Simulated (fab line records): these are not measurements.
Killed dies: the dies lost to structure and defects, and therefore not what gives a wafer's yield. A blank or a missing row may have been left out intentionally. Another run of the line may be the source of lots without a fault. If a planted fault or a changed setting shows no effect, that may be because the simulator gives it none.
Which tool did it? / flow gf180mcu / 21 wafers sampled from 7 lots at 1 step of a route of 602

== WHAT THE GAUGES READ, wafer by wafer ==
GF_V1_CD_MEAS_14 targets a cd of 260 nm.
lot=L482; measured=day 19 06:10; on=cdSem-02; cdNm (nm)=259.3 259.6 260.1
lot=L484; measured=day 19 13:21; on=cdSem-02; cdNm (nm)=261.5 261.5 260.9
lot=L487; measured=day 20 23:16; on=cdSem-02; cdNm (nm)=260.2 261.3 260.3
lot=L489; measured=day 21 14:22; on=cdSem-01; cdNm (nm)=259.6 260.1 259.5
lot=L491; measured=day 22 07:02; on=cdSem-02; cdNm (nm)=258.5 258.0 256.4
lot=L493; measured=day 23 08:04; on=cdSem-02; cdNm (nm)=260.7 259.1 258.6
lot=L503; measured=day 26 01:46; on=cdSem-02; cdNm (nm)=260.0 260.8 260.8

== TOOL THAT RAN EACH LOT (tool first, then ch and the chambers of the sampled wafers, then the start) ==
No process step before these readings appears in the record.

== THE ANSWER, worked out from the rows above alone ==
Rule: what is usual is taken from the lots themselves. The widest of any qualifying gaps counts: lots, ordered by their means at a reading, are off when they make up no more than a third of the lots, leave a main group of 4 or more, and stand apart from it by 3 or more times the standard deviation of that group's means. A main group whose means are all the same, to the digits that the tables above print for the reading, isn't used. Also off: a lot with no number at a reading for which 4 or more lots have one. The other lots that the step has rows for count as sound.
No lot is off at any reading shown: from this, nothing can be told.

== WHAT HAD BEEN PUT IN BY THE SIMULATOR ==
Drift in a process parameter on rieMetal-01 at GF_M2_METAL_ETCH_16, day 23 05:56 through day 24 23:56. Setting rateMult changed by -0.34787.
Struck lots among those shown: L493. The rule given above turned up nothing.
